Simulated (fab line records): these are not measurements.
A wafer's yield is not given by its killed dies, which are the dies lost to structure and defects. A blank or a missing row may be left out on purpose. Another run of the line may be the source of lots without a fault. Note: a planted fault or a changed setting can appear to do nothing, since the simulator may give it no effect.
Matching of chambers || flow gf180mcu || GF_V5_CVD_02 on pecvd-02 has 3 sister chambers
The step deposits SiO2 from TEOS, target thk 1450 nm, time 163.28 s. 6 wafers are shown with their chamber, then 10 later ones without.

## WAFERS, EACH WITH ITS CHAMBER
{"wafer": "L078.3", "chamber": 2, "heater-power-w (W)": 631}
{"wafer": "L079.3", "chamber": 2, "heater-power-w (W)": 655}
{"wafer": "L081.5", "chamber": 1, "heater-power-w (W)": 847}
{"wafer": "L081.6", "chamber": 0, "heater-power-w (W)": 674}
{"wafer": "L083.1", "chamber": 0, "heater-power-w (W)": 657}
{"wafer": "L083.3", "chamber": 1, "heater-power-w (W)": 984}

## WAFERS MISSING THEIR CHAMBER
{"wafer": "L083.6", "heater-power-w (W)": 538}
{"wafer": "L086.1", "heater-power-w (W)": 1003}
{"wafer": "L086.3", "heater-power-w (W)": 610}
{"wafer": "L086.6", "heater-power-w (W)": 857}
{"wafer": "L087.3", "heater-power-w (W)": 674}
{"wafer": "L087.4", "heater-power-w (W)": 1023}
{"wafer": "L087.5", "heater-power-w (W)": 532}
{"wafer": "L089.1", "heater-power-w (W)": 1060}
{"wafer": "L089.2", "heater-power-w (W)": 694}
{"wafer": "L089.3", "heater-power-w (W)": 600}

## WHICH CHAMBER EACH ONE RAN IN
{"wafer": "L083.6", "from the rows above": "can't be placed: 2 or 0", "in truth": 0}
{"wafer": "L086.1", "from the rows above": 1, "in truth": 1}
{"wafer": "L086.3", "from the rows above": "can't be placed: 2 or 0", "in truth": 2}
{"wafer": "L086.6", "from the rows above": 1, "in truth": 1}
{"wafer": "L087.3", "from the rows above": "can't be placed: 0 or 2", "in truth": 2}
{"wafer": "L087.4", "from the rows above": 1, "in truth": 1}
{"wafer": "L087.5", "from the rows above": "can't be placed: 2 or 0", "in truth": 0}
{"wafer": "L089.1", "from the rows above": 1, "in truth": 1}
{"wafer": "L089.2", "from the rows above": "can't be placed: 0 or 2", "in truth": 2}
{"wafer": "L089.3", "from the rows above": "can't be placed: 2 or 0", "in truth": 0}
4 of 10 placed correctly. Can't be placed from these rows: 6 (the true chamber is among the candidates in 6). Number placed wrongly: 0.
How it was worked out, from the rows above alone: a wafer's distance from a chamber is the root of the sum, over the readings, of the square of ((its reading less the chamber's mean) divided by the reading's scatter). The wafer belongs to the nearest chamber; if the next one is less than 2 further off, it can't be placed. A chamber's mean is the mean of its shown wafers. The scatter is the square root of a quotient: the sum, over the shown wafers, of each reading's squared deviation from its chamber's mean, divided by wafers minus chambers.
